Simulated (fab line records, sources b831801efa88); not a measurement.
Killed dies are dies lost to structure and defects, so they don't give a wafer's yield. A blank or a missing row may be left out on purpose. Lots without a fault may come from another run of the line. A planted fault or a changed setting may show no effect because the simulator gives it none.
Which tool did it? | flow sky130 | 13 lots, 37 wafers sampled, at 1 step of a route of 708

WHAT THE GAUGES READ, wafer by wafer
SKY_FIELD_ISO_CD_MEAS_13: target cd 150 nm. Usual: cd_nm 150.2 nm, standard deviation 1.6.
lot  | measured    | on        | cd_nm (nm)        | flag
L216 | day 2 07:38 | cd_sem-02 | 149.3 151.2 150.7 |
L218 | day 2 21:03 | cd_sem-01 | 152.0 151.2 151.9 |
L220 | day 3 01:00 | cd_sem-01 | 149.8 149.0 147.3 |
L221 | day 3 06:35 | cd_sem-02 | 152.7 154.8 154.3 |
L223 | day 3 15:55 | cd_sem-01 | 152.4 151.5 151.0 |
L224 | day 3 23:24 | cd_sem-01 | 151.8 150.7 151.3 |
L225 | day 4 03:17 | cd_sem-02 | 149.2 149.4 150.0 |
L226 | day 4 10:41 | cd_sem-01 | 150.0 150.3 150.2 |
L227 | day 4 16:50 | cd_sem-02 | 148.9 150.3 150.8 |
L230 | day 5 07:14 | cd_sem-01 | 148.6 148.3       |
L232 | day 5 16:49 | cd_sem-02 | 150.2 150.5       |
L237 | day 6 17:38 | cd_sem-02 | 150.9 150.8 151.7 |
L239 | day 7 04:20 | cd_sem-01 | 150.5 150.1 150.9 |

WHICH TOOL RAN EACH LOT (tool, then ch and the chambers of the sampled wafers, then the start)
The record holds no process step before these readings.

WHAT THE TOOLS THEMSELVES READ (means of the sampled wafers that have a number; where no wafer has one, the mark that the record gives instead)
The record holds no such reading with a usual standard deviation.

THE ANSWER, worked out from the rows above alone
Rule: a lot is off if the mean of its wafers that have a number lies more than 3 standard deviations from the usual mean. A lot without any number at a reading at which 4 lots or more have one is off too. The other lots that the step has rows for count as sound. The gauges are gone through in route order, then the tools' own readings, and for those a lot's mean is taken as printed above. The first step at which some lot is off is used, and at that step the reading that is off furthest; a lot without a number counts as furthest.
No lot is off at any reading shown: from this, nothing can be told.

WHAT THE SIMULATOR HAD PUT IN
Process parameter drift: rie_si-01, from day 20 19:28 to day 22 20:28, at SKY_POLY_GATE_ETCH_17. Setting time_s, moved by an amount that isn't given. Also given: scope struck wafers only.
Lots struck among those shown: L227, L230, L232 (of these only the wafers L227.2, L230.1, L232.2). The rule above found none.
